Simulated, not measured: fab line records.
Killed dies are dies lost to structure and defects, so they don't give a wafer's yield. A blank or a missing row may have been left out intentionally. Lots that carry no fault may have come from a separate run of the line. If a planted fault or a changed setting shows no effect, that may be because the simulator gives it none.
Matching of chambers	flow gf180mcu	GF_V4_CVD_02 on pecvd-03 has 3 sister chambers
The step deposits SiO2 from TEOS, target thk 850 nm, time 94.851 s. 14 wafers are shown with their chamber, then 7 later ones without.

WAFERS, EACH WITH ITS CHAMBER
wafer	chamber	heater-power-w (W)	susceptor-temp-C (C)
L076.1	0	474	399.41
L076.2	2	657	400.01
L076.5	2	542	400.12
L080.2	0	521	399.93
L080.5	2	535	399.93
L080.6	0	536	399.78
L083.2	1	765	400.29
L083.3	0	578	400.29
L083.6	0	457	399.68
L084.4	0	451	399.56
L084.5	1	792	400.12
L084.6	2	658	399.88
L086.1	2	668	399.97
L086.2	1	646	399.80

SIGNATURES (averages over the wafers above)
reading	chamber 0	chamber 1	chamber 2	scatter within a chamber
heater-power-w	502.83	734.33	612.00	62.4
susceptor-temp-C	399.7750	400.0700	399.9820	0.24
Rule: distance of a wafer from a chamber = root of the sum over the readings of ((wafer's reading minus chamber's mean) / reading's scatter) squared. If the next closest chamber is less than 2 further off than the closest, the wafer can't be placed; otherwise it belongs to the closest. The scatter: the root of (the sum of the squares of (reading less its chamber's mean) over the shown wafers, divided by (wafers less chambers)).

WAFERS WITH NO CHAMBER GIVEN
wafer	heater-power-w (W)	susceptor-temp-C (C)
L086.3	516	400.12
L093.1	596	400.20
L093.5	705	399.82
L093.6	634	399.79
L094.1	549	400.00
L094.2	610	400.05
L094.4	647	399.87

CHAMBER TAKEN BY EACH
wafer	from the rows above	in truth
L086.3	can't be placed: 0 or 2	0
L093.1	can't be placed: 2 or 1 or 0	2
L093.5	can't be placed: 1 or 2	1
L093.6	can't be placed: 2 or 1 or 0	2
L094.1	can't be placed: 2 or 0 or 1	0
L094.2	can't be placed: 2 or 1 or 0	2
L094.4	can't be placed: 2 or 1 or 0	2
Placed correctly: 0 of 7. Can't be placed from these rows: 7 (the true chamber is among the candidates in 7). Number placed wrongly: 0.
